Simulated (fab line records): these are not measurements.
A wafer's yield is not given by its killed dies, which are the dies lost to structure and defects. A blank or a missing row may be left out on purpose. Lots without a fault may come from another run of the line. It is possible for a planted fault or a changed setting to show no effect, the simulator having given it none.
Commonality check across tools | flow sky130 | Sample size 12 lots and 36 wafers

WHAT PROMPTED THE OPENING
At SKY_POLY_GATE_CD_MEAS_13 the reading cd_nm is flagged on 4 of 12 lots. Fault-free wafers read 150.5 nm, with a standard deviation of 1.2.
Rule: a lot is flagged when every wafer of it that has a number lies more than 4 standard deviations from that mean, or none has a number. As for the other lots, they are considered sound.

lot  | measured     | on        | cd_nm (nm), wafer by wafer | flag
L951 | day 16 10:25 | cd_sem-01 | 151.1 150.9 150.5          |
L953 | day 17 11:31 | cd_sem-02 | 151.2 149.8 151.4          |
L954 | day 17 18:05 | cd_sem-01 | 134.8 134.8 135.7          | FLAGGED
L956 | day 18 15:05 | cd_sem-02 | 150.2 152.4 150.5          |
L957 | day 18 17:22 | cd_sem-02 | 137.5 138.1 138.4          | FLAGGED
L958 | day 19 08:23 | cd_sem-02 | 137.1 138.6 136.6          | FLAGGED
L961 | day 20 09:16 | cd_sem-01 | 144.4 143.7 142.4          | FLAGGED
L964 | day 21 10:43 | cd_sem-02 | 148.5 148.8 149.2          |
L969 | day 23 05:34 | cd_sem-02 | 152.0 151.9 151.5          |
L970 | day 23 08:35 | cd_sem-01 | 149.0 149.0 148.3          |
L972 | day 23 23:52 | cd_sem-01 | 150.6 150.4 149.6          |
L973 | day 24 05:50 | cd_sem-02 | 150.3 148.8 149.6          |
The mean of the flagged lots' numbers is 138.5 nm, -12.0 nm from the usual (-10 standard deviations).

WHICH TOOL RAN EACH LOT
The record keeps 1 process step preceding the reading, out of 708 steps on the route. Read each cell as the tool, then ch plus the chambers that the sampled wafers visited, then the start.
lot  | flag    | SKY_POLY_GATE_EXPOSE_10
L951 |         | krf_scanner-02 ch 0, day 15 20:59
L953 |         | krf_scanner-01 ch 0, day 16 21:19
L954 | FLAGGED | krf_scanner-01 ch 0, day 17 03:07
L956 |         | krf_scanner-02 ch 0, day 18 00:02
L957 | FLAGGED | krf_scanner-01 ch 0, day 18 02:26
L958 | FLAGGED | krf_scanner-01 ch 0, day 18 17:16
L961 | FLAGGED | krf_scanner-01 ch 0, day 19 18:53
L964 |         | krf_scanner-02 ch 0, day 20 19:15
L969 |         | krf_scanner-02 ch 0, day 22 14:01
L970 |         | krf_scanner-02 ch 0, day 22 16:55
L972 |         | krf_scanner-02 ch 0, day 23 09:50
L973 |         | krf_scanner-02 ch 0, day 23 15:38
What the steps here do:
- SKY_POLY_GATE_EXPOSE_10: exposes mask P1M, target cd 150 nm.
- SKY_POLY_GATE_CD_MEAS_13: target cd 150 nm.

FLAGGED OVER TOTAL, TOOL BY TOOL (the gauges that took the reading come last)
step                     | tool           | lots run | flagged | share of the flagged lots | sound lots run after its first flagged lot
SKY_POLY_GATE_EXPOSE_10  | krf_scanner-01 | 5        | 4       | all                       | 0
SKY_POLY_GATE_EXPOSE_10  | krf_scanner-02 | 7        | 0       | none                      | -
SKY_POLY_GATE_CD_MEAS_13 | cd_sem-01      | 5        | 2       | some                      | 2 (L970,L972)
SKY_POLY_GATE_CD_MEAS_13 | cd_sem-02      | 7        | 2       | some                      | 3 (L964,L969,L973)

WHAT IS ALLOWED BY THE TABLE
Rows of the table that ran each flagged lot: 1, that is krf_scanner-01 at SKY_POLY_GATE_EXPOSE_10.
- krf_scanner-01 at SKY_POLY_GATE_EXPOSE_10: 4 of its 5 lots flagged. Last sound lot L953 at day 16 21:19, first flagged lot L954 at day 17 03:07; a fault beginning in between fits. Its own readings (exposure_dose_mJ_cm2) fall more than 4 standard deviations out on all wafers of the flagged lots.
One tool is left: krf_scanner-01 at SKY_POLY_GATE_EXPOSE_10.

WHAT THE SIMULATOR HAD PUT IN
Process parameters drifting: krf_scanner-01 at SKY_POLY_GATE_EXPOSE_10, beginning at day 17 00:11. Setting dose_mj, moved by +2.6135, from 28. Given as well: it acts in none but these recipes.
Shown lots that were struck: L954, L957, L958, L961. Same finding as the rule above.
